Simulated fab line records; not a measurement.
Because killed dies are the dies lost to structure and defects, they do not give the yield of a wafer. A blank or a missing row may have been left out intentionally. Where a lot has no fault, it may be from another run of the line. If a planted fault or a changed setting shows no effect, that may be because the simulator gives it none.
One fault seen from 2 desks / flow gf180mcu / only its own numbers are on each desk; what lay behind them is given at the end

FOR THE TOOL OWNER'S DESK: plasma asher-02
The tool's own readings at GF_V2_STRIP_18 (strips in O2/N2): means of the sampled wafers that have a number, for each lot that ran on this tool. Marked OUT: a lot whose mean sits more than 4 standard deviations from the usual mean, which makes it out of limits; the brackets give that distance.
Columns: A = chamber pressure mTorr at GF_V2_STRIP_18, usual 1499.9 mTorr; B = drypump motor current A at GF_V2_STRIP_18, usual 5.9 A; C = heater power w at GF_V2_STRIP_18, usual 369 W; D = oes product au at GF_V2_STRIP_18, usual 0.593 a.u.; E = platen temp c at GF_V2_STRIP_18, usual 250.02 C
lot=L533; first seen here=day 22 04:22; A=1499.7; B=6.3; C=343; D=0.592; E=250.11
lot=L535; first seen here=day 23 06:10; A=1500.0; B=6.2; C=341; D=0.589; E=249.99
lot=L536; first seen here=day 23 09:43; A=1498.3; B=6.4; C=346; D=0.594; E=249.97
lot=L537; first seen here=day 23 18:13; A=1500.7; B=6.4; C=341; D=0.591; E=249.87
lot=L538; first seen here=day 24 00:26; A=1498.2; B=6.2; C=339; D=0.591; E=249.96
lot=L549; first seen here=day 27 12:55; A=1501.7; B=6.5; C=346; D=0.601; E=250.05
Result from this desk: across the 6 lots, nothing is out of limits.

AT THE METROLOGY DESK
What the gauges read, lot by lot, whatever tool the lot ran on: means of the sampled wafers that have a number. Marked OUT: a lot whose mean sits more than 4 standard deviations from the usual mean, which makes it out of limits; the brackets give that distance.
Columns: A = M4_OVL at GF_M4_OVL_MEAS_15, usual 0 nm; B = V4_CVD_00_THK at GF_V4_THK_MEAS_01, usual 601 nm
lot=L528; first seen here=day 23 09:41; A=-1; B=601
lot=L529; first seen here=day 23 17:02; A=0; B=591
lot=L530; first seen here=day 24 15:26; A=1; B=600
lot=L532; first seen here=day 24 19:25; A=1; B=600
lot=L533; first seen here=day 25 03:06; A=3; B=601
lot=L535; first seen here=day 26 03:17; A=-3; B=593
lot=L536; first seen here=day 26 14:16; A=5; B=607
lot=L537; first seen here=day 26 16:18; A=-0; B=604
lot=L538; first seen here=day 26 19:47; A=-5; B=599
lot=L544; first seen here=day 28 15:41; A=7; B=606
lot=L549; first seen here=day 30 03:20; A=-5; B=608
lot=L550; first seen here=day 30 05:05; A=-5; B=602
lot=L551; first seen here=day 31 00:07; A=-5; B=602
Result from this desk: across the 13 lots, nothing is out of limits.

ALL TOGETHER
The tool owner's desk saw nothing out of limits.
The metrology desk saw nothing out of limits.

WHAT WAS PUT IN BY THE SIMULATOR
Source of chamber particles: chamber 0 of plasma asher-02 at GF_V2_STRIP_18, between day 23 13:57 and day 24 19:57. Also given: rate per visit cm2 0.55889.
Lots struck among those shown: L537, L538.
